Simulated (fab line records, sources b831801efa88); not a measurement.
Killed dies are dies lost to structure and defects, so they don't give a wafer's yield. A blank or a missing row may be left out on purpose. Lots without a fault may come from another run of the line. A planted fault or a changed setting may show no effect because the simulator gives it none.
One fault seen from 2 desks | flow gf180mcu | each desk has only its own numbers; what lay behind them comes last

THE METROLOGY DESK
What the gauges read, lot by lot, whatever tool the lot ran on: means of the sampled wafers that have a number. A lot is out of limits, marked OUT, if its mean lies more than 4 standard deviations from the usual mean; the brackets give that distance.
Columns: A = V4_OVL at GF_V4_OVL_MEAS_15, usual 0 nm
lot  | first seen here | A
L304 | day 24 12:19    | -10
L305 | day 24 19:24    | -4
L306 | day 25 06:12    | 8
L308 | day 25 22:46    | -1
L310 | day 26 06:52    | -3
L311 | day 26 10:29    | -5
L312 | day 26 23:20    | 2
L314 | day 27 15:43    | -6
L316 | day 28 07:21    | 0
L317 | day 28 14:13    | 1
L323 | day 30 07:28    | 2
L326 | day 31 05:17    | -4
L325 | day 31 07:37    | 17
L327 | day 31 13:17    | -1
This desk's finding: nothing out of limits on any of the 14 lots.

THE TOOL OWNER'S DESK: pvd_sputter-04
The tool's own readings at GF_MIM_SPUTTER_07 (material TiN, target thk 60 nm, time 50 s): means of the sampled wafers that have a number, for each lot that ran on this tool. A lot is out of limits, marked OUT, if its mean lies more than 4 standard deviations from the usual mean; the brackets give that distance.
Columns: A = cathode_dc_power_W at GF_MIM_SPUTTER_07, usual 6500.1 W; B = chamber_pressure_pa at GF_MIM_SPUTTER_07, usual 0.4001 Pa; C = throttle_valve_pct at GF_MIM_SPUTTER_07, usual 29.7 %
lot  | first seen here | A      | B      | C
L304 | day 24 14:01    | 6500.9 | 0.4003 | 29.3
L308 | day 26 00:32    | 6501.8 | 0.4011 | 29.9
L311 | day 26 12:19    | 6500.1 | 0.4004 | 29.7
L326 | day 31 07:20    | 6501.6 | 0.3999 | 28.7
L327 | day 31 15:01    | 6500.5 | 0.4006 | 27.9
This desk's finding: nothing out of limits on any of the 5 lots.

PUT TOGETHER
The metrology desk saw nothing out of limits.
The tool owner's desk saw nothing out of limits.

WHAT THE SIMULATOR HAD PUT IN
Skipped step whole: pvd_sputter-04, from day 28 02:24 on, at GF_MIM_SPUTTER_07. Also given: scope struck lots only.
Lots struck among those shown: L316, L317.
